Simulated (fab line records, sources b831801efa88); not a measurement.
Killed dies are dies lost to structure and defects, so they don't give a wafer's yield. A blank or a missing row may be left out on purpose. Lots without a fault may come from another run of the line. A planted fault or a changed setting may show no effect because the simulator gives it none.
fab line records | flow sky130
record lots=15 wafers=45 last_day=50
route steps=708 shown METAL2@503 VIA2@530 METAL3@534
lots that met no fault: from a run of the same line without faults
start_h: hours from the record's first day to the start of the lot's first wafer shown | wait_h: hours since the lot's step before | " the same as in the row above | L1.1+2: a row that stands for several wafers | - no value, or no start given | * or withheld: withheld | < > ~ a bound
route shown NAME@n: a module of which the file shows steps, and the number in the route of the first | usual: mean/standard deviation of fault-free wafers | same: alike in all rows | chamber/n: place in a boat | sites: the reading at each site | _std_site: their standard deviation | _edge_site: outer sites' mean less inner sites' | radius_mm: how far each site lies from the wafer's centre | mask NAME#n: copy n | behind: the tool/chamber that last shaped the wafer | hold: why the lot was held/for how many hours/how that ended | device: the transistor (n, p or np) that didn't switch | end of line: the same wafers' tests at the end of the route | a step without rows: its recipe alone | killed: dies lost to structure and defects at the first sort, not the wafer's yield | map: a wafer's dies, x killed, . not, _ none there
set.NAME: the setting as run; set.NAME@STEP: as run at that earlier step | model.NAME: the simulator's own value behind a step, which no gauge read
steps of the route over a sample of lots; a table a step, a row a wafer
services: from which hour (start_h, from the record's first day; less than 0 if before it) a tool's chamber was out of use, for how many hours, and why
## steps
# step SKY_METAL2_STRIP_20
# recipe chemistry=O2/N2 power_w=1400 pressure_mtorr=1500 platen_temp_c=withheld o2_flow_sccm=3000 n2_flow_sccm=300 overash_fraction=0.5
# usual drypump_motor_current_A=5.8/0.39 oes_product_au=0.342/0.0049 strip_time_to_endpoint_s=2.67/0.04
# columns lot.wafer tool chamber start_h wait_h drypump_motor_current_A oes_product_au rf_hours_counter_h strip_time_to_endpoint_s
L671.2 plasma_asher-02 1 822.53 0.1 5.9 0.342 72 2.62
L671.3 " 0 " " 6.0 0.345 - 2.63
L671.6 " 0 " " 5.9 0.344 - 2.70
L673.2 plasma_asher-02 0 835.88 0.1 5.9 0.328 73 2.64
L673.4 " 0 " " 5.9 0.349 - 2.68
L673.5 " 0 " " 5.9 0.345 - 2.61
L677.2 plasma_asher-02 0 878.77 0.1 5.9 0.340 78 2.69
L677.4 " 0 " " 5.9 0.345 - 2.70
L677.6 " 1 " " 5.9 0.345 - 2.69
L678.1 plasma_asher-02 1 879.63 0.1 5.9 0.345 78 2.65
L678.4 " 1 " " 5.9 0.346 - 2.72
L678.5 " 0 " " 5.9 0.341 - 2.61
L679.4 plasma_asher-01 1 882.06 0.1 5.2 0.351 - 2.72
L679.5 " 0 " " 5.5 0.346 - 2.71
L679.6 " 1 " " 5.2 0.346 - 2.66
L680.1 plasma_asher-01 0 892.64 0.1 5.5 0.343 116 2.66
L680.2 " 1 " " 5.2 0.343 116 2.70
L680.3 " 0 " " 5.5 0.328 - 2.67
L683.3 plasma_asher-04 0 916.27 0.1 5.2 0.340 - 2.68
L683.5 " 1 " " 6.4 0.345 - 2.66
L683.6 " 0 " " 5.2 0.344 - 2.68
L684.2 plasma_asher-02 0 916.62 0.1 5.9 0.336 82 2.61
L684.3 " 1 " " 5.9 0.342 - 2.63
L684.6 " 0 " " 5.9 0.336 - 2.60
L685.1 plasma_asher-02 1 927.73 0.1 5.9 0.349 83 2.64
L685.2 " 0 " " 5.9 0.346 83 2.69
L685.5 " 0 " " 5.9 0.355 - 2.73
L686.1 plasma_asher-01 0 929.28 0.1 5.5 0.351 119 2.73
L686.5 " 0 " " 5.5 0.342 - 2.71
L686.6 " 1 " " 5.2 0.341 - 2.63
L687.1 plasma_asher-04 0 943.93 0.1 5.2 0.335 17 2.66
L687.5 " 1 " " 6.5 0.350 - 2.64
L687.6 " 0 " " 5.2 0.352 - 2.69
L689.1 plasma_asher-02 1 955.08 0.1 5.9 0.340 86 2.70
L689.2 " 0 " " 5.9 0.341 86 2.67
L689.6 " 0 " " 5.9 0.344 - 2.66
L690.1 plasma_asher-02 0 962.18 0.1 5.9 0.342 87 2.72
L690.2 " 1 " " 5.9 0.344 87 2.67
L690.4 " 0 " " 5.9 0.342 - 2.77
L692.3 plasma_asher-04 1 974.02 0.1 6.5 0.344 - 2.66
L692.4 " 0 " " 5.2 0.345 - 2.63
L692.5 " 0 " " 5.1 0.342 - 2.67
L693.2 plasma_asher-02 0 984.12 0.1 5.9 0.344 89 2.67
L693.3 " 1 " " 5.9 0.349 - 2.69
L693.4 " 0 " " 5.9 0.339 - 2.68
# step SKY_VIA2_THK_MEAS_23
# recipe thk_meas_gauge=xrf reads=W_of_VIA2_CVD_21
# usual VIA2_W_THK=422/5.7
# columns lot.wafer tool chamber start_h wait_h VIA2_W_THK[nm]
L671.2 film_metro-01 - 851.87 0.1 426
L671.3 " - " " 415
L671.6 " - " " 424
L673.2 film_metro-01 - 863.44 0.1 423
L673.4 " - " " 417
L673.5 " - " " 422
L677.2 film_metro-04 - 906.66 0.1 419
L677.4 " - " " 426
L677.6 " - " " 421
L678.1 film_metro-01 - 908.19 0.1 437
L678.4 " - " " 431
L678.5 " - " " 432
L679.4 film_metro-02 - 909.78 0.1 429
L679.5 " - " " 427
L679.6 " - " " 430
L680.1 film_metro-02 - 920.93 0.1 422
L680.2 " - " " 424
L680.3 " - " " 426
L683.3 film_metro-04 - 943.51 0.1 419
L683.5 " - " " 419
L683.6 " - " " 413
L684.2 film_metro-04 - 944.16 0.1 417
L684.3 " - " " 418
L684.6 " - " " 428
L685.1 film_metro-01 - 954.56 0.1 421
L685.2 " - " " 421
L685.5 " - " " 415
L686.1 film_metro-01 - 955.78 0.1 427
L686.5 " - " " 425
L686.6 " - " " 429
L687.1 film_metro-01 - 970.21 0.1 417
L687.5 " - " " 419
L687.6 " - " " 423
L689.1 film_metro-02 - 981.67 0.1 423
L689.2 " - " " 414
L689.6 " - " " 418
L690.1 film_metro-01 - 988.46 0.1 426
L690.2 " - " " 425
L690.4 " - " " 426
L692.3 film_metro-01 - 1000.12 0.1 427
L692.4 " - " " 425
L692.5 " - " " 435
L693.2 film_metro-01 - 1010.15 0.1 425
L693.3 " - " " 420
L693.4 " - " " 426
# step SKY_VIA2_CMP_24
# recipe stop_on=SiO2 t_overpolish_s=20 down_force_psi=3.5 platen_rpm=60 target_thk_nm=0 pad_velocity_m_s=0.94248
# usual edge_zone_pressure_frac=1.001/0.005 head_pressure_psi=3.501/0.0073 motor_current_A=11.4/1.2 overpolish_run_s=20.000/0.0094 platen_rpm=60.00/0.04 slurry_filter_dp_kPa=13.50/0.15 time_to_endpoint_s=103/3.6
# columns lot.wafer tool chamber start_h wait_h edge_zone_pressure_frac head_pressure_psi motor_current_A overpolish_run_s platen_rpm slurry_filter_dp_kPa time_to_endpoint_s
L671.3 cmp-01 2 851.92 0.0 0.998 3.503 11.6 19.993 60.00 13.57 99
L671.2 " 3 " " 1.001 3.506 12.9 20.003 59.95 13.43 102
L671.6 " 3 " " 0.998 3.497 13.1 20.000 59.96 13.41 108
L673.4 cmp-01 1 863.59 0.1 1.000 3.489 12.4 20.000 60.00 13.58 106
L673.2 " 2 " " 1.006 3.508 11.5 20.013 59.97 13.68 97
L673.5 " 0 " " 0.999 3.507 10.4 20.009 59.95 13.67 99
L677.4 cmp-01 0 906.76 0.1 0.990 3.497 10.7 20.010 59.94 13.58 107
L677.2 " 1 " " 0.998 3.470 13.2 19.991 59.93 13.59 110
L677.6 " 3 " " 1.003 3.503 12.2 19.995 59.93 13.44 109
L678.4 cmp-01 3 908.25 0.0 - - - - - - -
L678.1 " 2 " " - - - - - - -
L678.5 " 0 " " - - - - - - -
L679.4 cmp-01 2 909.81 0.0 - - - - - - -
L679.6 " 2 " " - - - - - - -
L679.5 " 3 " " - - - - - - -
L680.1 cmp-01 2 921.04 0.1 - - - - - - -
L680.3 " 3 " " - - - - - - -
L680.2 " 0 " " - - - - - - -
L683.3 cmp-01 3 943.60 0.1 1.003 3.506 12.1 20.003 59.94 13.56 105
L683.5 " 2 " " 0.991 3.503 10.9 19.996 60.01 13.55 104
L683.6 " 3 " " 1.003 3.510 12.8 20.004 60.04 13.42 103
L684.2 cmp-02 0 944.21 0.0 1.006 3.499 9.8 19.990 59.93 13.43 103
L684.3 " 2 " " 0.999 3.494 10.8 19.983 59.96 13.28 98
L684.6 " 0 " " 1.006 3.514 10.7 20.000 59.99 13.55 108
L685.1 cmp-01 3 954.67 0.1 1.001 3.492 13.1 19.986 59.99 13.56 103
L685.2 " 0 " " 0.990 3.508 10.8 20.020 59.94 13.74 101
L685.5 " 3 " " 0.997 3.494 12.2 20.001 60.00 13.61 104
L686.1 cmp-01 0 955.84 0.1 1.003 3.514 10.5 19.992 60.00 13.56 95
L686.5 " 0 " " 1.003 3.500 10.6 19.996 59.95 13.65 97
L686.6 " 1 " " 1.010 3.497 13.3 19.993 60.05 12.97 99
L687.1 cmp-02 3 970.27 0.1 0.999 3.509 9.0 19.996 60.04 13.63 106
L687.6 " 3 " " 0.993 3.518 9.2 19.998 59.99 13.39 103
L687.5 " 0 " " 1.003 3.494 10.5 20.011 59.99 13.44 99
L689.1 cmp-01 1 981.89 0.2 0.996 3.503 12.3 20.001 59.91 13.21 105
L689.2 " 2 " " 1.000 3.508 11.2 19.998 59.99 13.58 99
L689.6 " 0 " " 0.997 3.510 10.8 19.990 60.00 13.67 101
L690.2 cmp-01 1 988.52 0.0 1.007 3.494 13.8 20.019 60.03 13.44 105
L690.4 " 2 " " 1.003 3.494 10.7 20.000 59.98 13.68 103
L690.1 " 3 " " 1.010 3.505 12.5 20.007 59.97 13.67 105
L692.4 cmp-01 1 1000.34 0.2 1.004 3.501 13.0 19.988 60.02 13.47 105
L692.3 " 2 " " 0.992 3.501 11.0 20.018 59.98 13.41 102
L692.5 " 3 " " 0.998 3.494 13.3 20.008 59.98 13.65 107
L693.2 cmp-02 0 1010.67 0.5 1.005 3.494 10.8 19.995 60.04 13.57 105
L693.3 " 1 " " 1.010 3.506 11.3 20.004 59.98 13.77 101
L693.4 " 2 " " 1.001 3.499 11.7 20.000 59.98 13.49 100
# step SKY_METAL3_SPUTTER_02
# recipe material=AlCu target_thk_nm=735 power_w=10600 time_s=39.1 chamber_pressure_pa=0.4
# usual throttle_valve_pct=30.4/0.83
# columns lot.wafer tool chamber start_h wait_h throttle_valve_pct
L671.2 pvd_sputter-02 - 852.26 0.0 30.5
L671.3 " - " " 29.9
L671.6 " - " " 30.4
L673.2 pvd_sputter-02 - 863.84 0.0 30.5
L673.4 " - " " 29.5
L673.5 " - " " 30.9
L677.2 pvd_sputter-02 - 907.06 0.0 30.9
L677.4 " - " " 29.8
L677.6 " - " " 29.7
L683.3 pvd_sputter-04 - 943.90 0.0 30.8
L683.5 " - " " 30.8
L683.6 " - " " 30.1
L684.2 pvd_sputter-04 - 944.55 0.0 30.7
L684.3 " - " " 29.0
L684.6 " - " " 30.0
L685.1 pvd_sputter-02 - 954.96 0.0 29.6
L685.2 " - " " 31.3
L685.5 " - " " 30.9
L686.1 pvd_sputter-01 - 956.18 0.0 31.0
L686.5 " - " " 30.4
L686.6 " - " " 29.7
L687.1 pvd_sputter-02 - 970.62 0.0 30.1
L687.5 " - " " 30.4
L687.6 " - " " 29.3
L689.1 pvd_sputter-04 - 982.19 0.0 29.1
L689.2 " - " " 30.6
L689.6 " - " " 30.3
L690.1 pvd_sputter-01 - 988.86 0.0 32.2
L690.2 " - " " 31.0
L690.4 " - " " 29.8
L692.3 pvd_sputter-04 - 1000.59 0.0 29.9
L692.4 " - " " 30.7
L692.5 " - " " 29.0
L693.2 pvd_sputter-01 - 1011.02 0.0 31.3
L693.3 " - " " 32.2
L693.4 " - " " 30.5
## services
# columns tool chamber start_h hours kind
plasma_asher-04 - 817.74 1.2 repair
cmp-02 - 821.38 4.5 pm
pvd_sputter-04 - 836.84 2.4 repair
cmp-01 - 849.54 1.2 repair
cmp-02 - 850.99 2.2 repair
plasma_asher-04 - 861.71 22.3 repair
cmp-01 - 879.00 9.9 pm
plasma_asher-01 - 888.89 0.7 repair
cmp-01 - 899.69 0.4 repair
cmp-01 - 912.11 4.0 pm
cmp-01 - 916.11 - consumable_replace:conditioner
cmp-01 - 916.11 - consumable_replace:pad
pvd_sputter-04 - 921.38 9.3 repair
plasma_asher-04 - 926.84 6.6 repair
pvd_sputter-01 - 934.40 0.5 repair
cmp-02 - 938.13 0.3 repair
cmp-02 - 943.38 0.5 repair
plasma_asher-04 - 958.24 2.8 pm
pvd_sputter-01 - 970.09 9.2 repair
pvd_sputter-02 - 972.30 2.4 repair
cmp-02 - 995.38 1.0 repair
cmp-01 - 1005.54 5.3 pm
## key
first_sign step=SKY_VIA2_CMP_24 reading=tool_record direction=missing
effect none on later readings
met_at SKY_VIA2_CMP_24
struck_lots L678,L679,L680
later_rows_left_out L678.1,L678.4,L678.5,L679.4,L679.5,L679.6,L680.1,L680.2,L680.3
sort_left_out L678.1,L678.4,L678.5,L679.4,L679.5,L679.6,L680.1,L680.2,L680.3
not_acting_at SKY_METAL2_STRIP_20,SKY_VIA2_THK_MEAS_23,SKY_METAL3_SPUTTER_02
onset_between 906.76 908.25
fault kind=skipped_step_whole tool=cmp-01 chamber=- onset_h=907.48 steps=SKY_VIA2_CMP_24 scope=struck_lots_only
# sort_left_out: the simulated sort isn't trusted on such a fault, so these wafers' sort isn't shown, and their yield isn't known
# later_rows_left_out: the simulator's readings of these wafers behind a module that went badly wrong aren't trusted and aren't shown, but for the sort
